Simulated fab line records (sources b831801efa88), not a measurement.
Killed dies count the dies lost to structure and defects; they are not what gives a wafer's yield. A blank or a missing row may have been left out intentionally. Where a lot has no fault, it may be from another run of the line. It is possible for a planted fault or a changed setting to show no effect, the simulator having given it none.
Problem report, 8D (eight disciplines) form, completed by code	flow sky130	the parts of the form that need people (team, actions taken, sign-off) are left out

## 1. THE ISSUE
Wafers without a fault read 3000.3 rpm, standard deviation 2.4; spin-speed-rpm at SKY_RES_XHIGH_COAT_02 reads a mean of 3071.5 rpm on 6 wafers belonging to 2 lots. That puts it +30 standard deviations away from the usual mean.
The step: resist thk 1140 nm.
The first sign was on wafer L102.4 at day 29 08:47, on litho-track-04. At this step, 39 wafers from 13 lots have a number in the record. By rule, "out" or "out of limits" means more than 4 standard deviations away from the usual mean. The rest of the wafers with a number are treated as sound.

## 2. WHAT IT IS AND WHAT IT IS NOT
question	is	is not
which readings at this step	spin-speed-rpm	chill-plate-temp-C, dispense-pressure-kPa
which lots	L102, L103	L104, L105, L106, L109, L110, L114, L992, L994, L995, L998, L999
which wafers of those lots	all that have a number	-
read on which tools	litho-track-04	litho-track-01, litho-track-03
when	from day 29 08:47	up to then (15 sound wafers); but 18 sound wafers of L104, L105, L106, L109, L110, L114 came after

## 3. SUSPECTS, AND WHAT RULES EACH OUT
Counting: a tool stays on the suspect list if, at a process step up to the reading, it processed all lots that are out and no sound lot following the first of them.
- litho-track-04 at SKY_RES_XHIGH_COAT_02 (resist thk 1140 nm): kept. It processed each lot that is out, first L102 at day 29 08:47, and no sound lot thereafter; up to then, the last sound lot it processed was L995 at day 27 11:16. Its own readings are out on those wafers: spin-speed-rpm.
Remaining after the count: litho-track-04 at SKY_RES_XHIGH_COAT_02.

## 4. THE CAUSE (what the simulator had put in)
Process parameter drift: litho-track-04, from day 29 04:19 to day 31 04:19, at SKY_RES_XHIGH_COAT_02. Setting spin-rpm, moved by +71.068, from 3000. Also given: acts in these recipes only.
After counting, this tool was the only one left.

## 5. SEQUENCE OF EFFECTS, ordered by route
Each row: a reading where the mean over the struck wafers with a number is more than 3 standard deviations away from the usual. Only readings whose record carries a usual standard deviation are examined. hours: median over the lots of the time between each lot's start at the first step of this table that gives one and its start at this step. sigmas: the change, counted in usual standard deviations.
hours	step	reading	usual	on struck wafers	change	sigmas
0	SKY_RES_XHIGH_COAT_02	spin-speed-rpm	3000.3 rpm	3071.5	+71.2	+30
The process steps in it:
- SKY_RES_XHIGH_COAT_02: resist thk 1140 nm.

## 6. HOW IT WOULD HAVE BEEN CAUGHT EARLIER
In this record no reading fell out of limits until day 29 08:47, 4 hours after the fault had begun at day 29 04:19.
